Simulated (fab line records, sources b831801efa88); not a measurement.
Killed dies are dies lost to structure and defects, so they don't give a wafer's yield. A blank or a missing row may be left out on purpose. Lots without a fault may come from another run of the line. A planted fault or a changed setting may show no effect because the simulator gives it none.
Tool commonality check | flow gf180mcu | 14 lots, 42 wafers sampled

WHY IT WAS OPENED
At GF_PSD_CD_MEAS_07 the reading cd_nm is flagged on 2 of 14 lots. Wafers without a fault read 399.5 nm, standard deviation 2.4.
Rule: a lot is flagged when every wafer of it that has a number lies more than 4 standard deviations from that mean, or none has a number. The other lots count as sound.

lot  | measured     | on        | cd_nm (nm), wafer by wafer | flag
L755 | day 14 13:46 | cd_sem-02 | 397.8 398.4 400.5          |
L756 | day 14 18:03 | cd_sem-01 | 398.8 401.6 398.9          |
L758 | day 15 20:44 | cd_sem-01 | 395.2 395.1 395.0          |
L761 | day 16 22:59 | cd_sem-01 | 413.8 415.9 415.1          | FLAGGED
L763 | day 17 04:13 | cd_sem-02 | 395.8 396.0 398.2          |
L764 | day 17 13:15 | cd_sem-01 | 412.2 411.1 410.9          | FLAGGED
L772 | day 20 17:35 | cd_sem-01 | 404.1 401.5 401.0          |
L771 | day 20 17:54 | cd_sem-01 | 402.0 403.3 402.2          |
L773 | day 21 01:13 | cd_sem-02 | 399.6 399.7 398.5          |
L774 | day 21 13:10 | cd_sem-01 | 398.8 400.6 398.4          |
L776 | day 22 00:12 | cd_sem-01 | 396.8 396.3 397.6          |
L775 | day 22 01:26 | cd_sem-02 | 402.4 399.7 399.6          |
L777 | day 22 10:52 | cd_sem-02 | 402.9 401.4 403.9          |
L778 | day 22 21:11 | cd_sem-01 | 404.1 403.4 402.1          |
The numbers of the flagged lots are 413.2 nm on average: +13.7 nm against the usual, or +6 standard deviations.

WHICH TOOL RAN EACH LOT
The record holds 2 process steps before the reading, out of a route of 602 steps. In each cell: the tool, then ch and the chambers that the sampled wafers went through, then the start.
lot  | flag    | GF_HV_LDD_STRIP_49                   | GF_PSD_DEVELOP_06
L755 |         | plasma_asher-02 ch 0,1, day 12 17:52 | litho_track-04 ch 0, day 14 13:37
L756 |         | plasma_asher-02 ch 0,1, day 12 21:59 | litho_track-03 ch 0, day 14 17:54
L758 |         | plasma_asher-03 ch 0,1, day 13 23:02 | litho_track-03 ch 0, day 15 20:35
L761 | FLAGGED | plasma_asher-03 ch 0,1, day 14 23:44 | litho_track-01 ch 0, day 16 22:43
L763 |         | plasma_asher-04 ch 1, day 15 03:08   | litho_track-03 ch 0, day 17 04:04
L764 | FLAGGED | plasma_asher-02 ch 0,1, day 15 12:12 | litho_track-01 ch 0, day 17 13:07
L772 |         | plasma_asher-04 ch 0,1, day 18 11:17 | litho_track-01 ch 0, day 20 17:26
L771 |         | plasma_asher-02 ch 0,1, day 18 11:22 | litho_track-01 ch 0, day 20 17:46
L773 |         | plasma_asher-04 ch 0,1, day 18 20:37 | litho_track-03 ch 0, day 21 01:04
L774 |         | plasma_asher-03 ch 0,1, day 19 08:20 | litho_track-01 ch 0, day 21 13:01
L776 |         | plasma_asher-04 ch 0,1, day 19 19:54 | litho_track-01 ch 0, day 22 00:04
L775 |         | plasma_asher-03 ch 0,1, day 19 19:41 | litho_track-01 ch 0, day 22 01:17
L777 |         | plasma_asher-03 ch 0,1, day 20 07:27 | litho_track-03 ch 0, day 22 10:43
L778 |         | plasma_asher-03 ch 0,1, day 20 18:08 | litho_track-04 ch 0, day 22 21:02
What these steps do:
- GF_HV_LDD_STRIP_49: strips in O2/N2.
- GF_PSD_DEVELOP_06: develop time 60 s.
- GF_PSD_CD_MEAS_07: target cd 400 nm.

FLAGGED OVER TOTAL, TOOL BY TOOL (the gauges that took the reading come last)
step               | tool            | lots run | flagged | share of the flagged lots | sound lots run after its first flagged lot
GF_HV_LDD_STRIP_49 | plasma_asher-02 | 4        | 1       | some                      | 1 (L771)
GF_HV_LDD_STRIP_49 | plasma_asher-03 | 6        | 1       | some                      | 4 (L774,L775,L777,L778)
GF_HV_LDD_STRIP_49 | plasma_asher-04 | 4        | 0       | none                      | -
GF_PSD_DEVELOP_06  | litho_track-01  | 7        | 2       | all                       | 5 (L772,L771,L774,L776,L775)
GF_PSD_DEVELOP_06  | litho_track-03  | 5        | 0       | none                      | -
GF_PSD_DEVELOP_06  | litho_track-04  | 2        | 0       | none                      | -
GF_PSD_CD_MEAS_07  | cd_sem-01       | 9        | 2       | all                       | 5 (L772,L771,L774,L776,L778)
GF_PSD_CD_MEAS_07  | cd_sem-02       | 5        | 0       | none                      | -

WHAT THE TABLE ALLOWS
2 rows of the table ran every flagged lot: litho_track-01 at GF_PSD_DEVELOP_06, cd_sem-01 at GF_PSD_CD_MEAS_07.
- litho_track-01 at GF_PSD_DEVELOP_06: 2 of its 7 lots flagged. Sound lots ran on it after the first flagged one (L772, L771, L774, L776, L775), which a lasting fault on the whole tool wouldn't allow.
- cd_sem-01 at GF_PSD_CD_MEAS_07: 2 of its 9 lots flagged. Sound lots ran on it after the first flagged one (L772, L771, L774, L776, L778), which a lasting fault on the whole tool wouldn't allow.
No row of the table ran every flagged lot and no sound lot after the first.

WHAT THE SIMULATOR HAD PUT IN
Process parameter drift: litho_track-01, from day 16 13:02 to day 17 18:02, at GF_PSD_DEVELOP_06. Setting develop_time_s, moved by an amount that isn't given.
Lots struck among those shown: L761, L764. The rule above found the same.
